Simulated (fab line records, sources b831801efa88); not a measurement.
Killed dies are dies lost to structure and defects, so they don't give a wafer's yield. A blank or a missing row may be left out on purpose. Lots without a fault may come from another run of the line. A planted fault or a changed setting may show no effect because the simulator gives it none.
A struck lot beside a sound one | flow gf180mcu | 14 steps out of a route of 602
Sound: wafers L967.1, L967.3, L967.5. Struck: wafers L957.1, L957.2, L957.4. The cause comes at the end.
At each step with rows: each side's tool, then ch and its chambers, then its first start. Under that, the readings that differ: sound wafers | struck wafers | difference of the means | sigmas: that difference in standard deviations of wafers without a fault.
alike: readings whose means differ by less than 2 such deviations, and words and numbers that are the same on both sides. not compared: withheld readings, readings that some wafer has no value for, bounds like >300 that may hide the same value, and numbers for which the record gives no deviation and whose values overlap.
The two part at a step that has a row with sigmas, a row that says differs or no value, or rows on one side only. Numbers that don't overlap but have no deviation are shown without sigmas and don't part them. A reading that every wafer of one side lacks parts them only if that side has two wafers or more.

first, 6 steps without rows for these wafers: GF_M4_HMDS_08 (prime time 60 s); GF_M4_COAT_09 (resist thk 1000 nm); GF_M4_SOFTBAKE_10 (time 60 s); GF_M4_EXPOSE_11 (exposes mask Metal4, target cd 280 nm); GF_M4_PEB_12 (peb time 90 s); GF_M4_DEVELOP_13 (develop time 60 s).
GF_M4_CD_MEAS_14: target cd 280 nm.
  sound on cd_sem-02, day 29 11:28; struck on cd_sem-01, day 26 13:00
  alike: cd_nm
GF_M4_OVL_MEAS_15:
  sound on overlay-02, day 29 11:35; struck on overlay-01, day 26 13:07
  reading     | sound | struck     | difference | sigmas
  M4_OVL (nm) | 7 8 8 | -4 -11 -17 | -18        | -3
GF_M4_METAL_ETCH_16: etches the open film in Cl2/BCl3, stops on SiO2, target depth 750.8 nm, time 125.1 s.
  sound on rie_metal-02 ch 0,1, day 29 11:37; struck on rie_metal-02 ch 1, day 26 13:09
  alike: drypump_motor_current_A, he_backside_leak_sccm, oes_product_au, throttle_valve_pct
  not compared: rf_hours_counter_h
GF_M4_STRIP_17: strips in O2/N2.
  sound on plasma_asher-02 ch 0,1, day 29 11:44; struck on plasma_asher-03 ch 0,1, day 26 13:25
  alike: drypump_motor_current_A, heater_power_w, oes_product_au, strip_time_to_endpoint_s
  not compared: rf_hours_counter_h
then, 2 steps without rows for these wafers: GF_M4_STRIP_18 (strips in post etch residue remover, time 1200 s); GF_M4_CLEAN_19 (cleans in DIW).
GF_V4_CVD_00: deposits SiO2, target thk 600 nm, time 100 s.
  sound on hdpcvd-02 ch 0,1,2, day 29 12:19; struck on hdpcvd-01 ch 1,2, day 26 13:57
  no value came back on the struck wafers for pressure_mtorr (mTorr), run_length_s (s), sih4_flow_sccm (sccm), susceptor_temp_C (C); on the sound wafers pressure_mtorr (mTorr) reads 5.977 6.001 5.985
GF_PASSIVATION_PROBE_99:
  the record has rows for the sound wafers here (prober-02, day 34 04:59) and none for the struck ones

WHERE THEY PART
First at GF_M4_OVL_MEAS_15; last, within this record, at GF_PASSIVATION_PROBE_99.

WHY: what the simulator had put in
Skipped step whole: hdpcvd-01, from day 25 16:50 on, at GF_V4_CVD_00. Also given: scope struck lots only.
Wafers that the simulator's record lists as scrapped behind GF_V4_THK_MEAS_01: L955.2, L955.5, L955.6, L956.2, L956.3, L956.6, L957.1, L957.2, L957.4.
